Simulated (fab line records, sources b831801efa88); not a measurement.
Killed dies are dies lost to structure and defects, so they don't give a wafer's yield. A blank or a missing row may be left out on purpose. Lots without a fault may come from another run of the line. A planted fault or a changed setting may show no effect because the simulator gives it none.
Chamber matching | flow gf180mcu | GF_V1_CMP_04 on cmp-02: 4 sister chambers
The step polishes SiO2. 8 wafers are shown with their chamber, then 12 later ones without.

WAFERS WITH THEIR CHAMBER
wafer  | chamber | motor_current_A (A) | time_to_endpoint_s (s)
L082.5 | 1       | 11.2                | 76
L089.1 | 0       | 10.8                | 81
L089.2 | 3       | 11.9                | 78
L090.1 | 1       | 11.3                | 77
L090.5 | 2       | 12.4                | 85
L092.4 | 2       | 12.1                | 83
L092.5 | 0       | 10.8                | 88
L092.6 | 3       | 11.6                | 83

WAFERS WITHOUT THEIR CHAMBER
wafer  | motor_current_A (A) | time_to_endpoint_s (s)
L093.2 | 10.5                | 77
L093.3 | 12.5                | 79
L093.4 | 11.4                | 89
L094.1 | 10.5                | 90
L094.2 | 11.0                | 79
L094.3 | 11.9                | 88
L096.1 | 11.2                | 71
L096.2 | 10.3                | 78
L096.5 | 11.9                | 81
L097.1 | 11.0                | 75
L097.3 | 11.3                | 73
L097.6 | 10.7                | 78

WHICH CHAMBER EACH WENT THROUGH
wafer  | from the rows above          | in truth
L093.2 | can't be placed: 0 or 1      | 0
L093.3 | 2                            | 2
L093.4 | can't be placed: 3 or 1 or 0 | 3
L094.1 | 0                            | 0
L094.2 | can't be placed: 1 or 0      | 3
L094.3 | can't be placed: 3 or 2      | 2
L096.1 | 1                            | 1
L096.2 | 0                            | 0
L096.5 | can't be placed: 3 or 2      | 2
L097.1 | can't be placed: 1 or 0      | 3
L097.3 | 1                            | 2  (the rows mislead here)
L097.6 | can't be placed: 0 or 1      | 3
Placed correctly: 4 of 12. Can't be placed from these rows: 7 (the true chamber is among the candidates in 4). Placed wrongly: 1.
How it was worked out, from the rows above alone: a wafer's distance from a chamber is the root of the sum, over the readings, of the square of ((its reading less the chamber's mean) divided by the reading's scatter). The wafer belongs to the nearest chamber; if the next one is less than 2 further off, it can't be placed. A chamber's mean is the mean of its shown wafers. The scatter: the root of (the sum of the squares of (reading less its chamber's mean) over the shown wafers, divided by (wafers less chambers)).
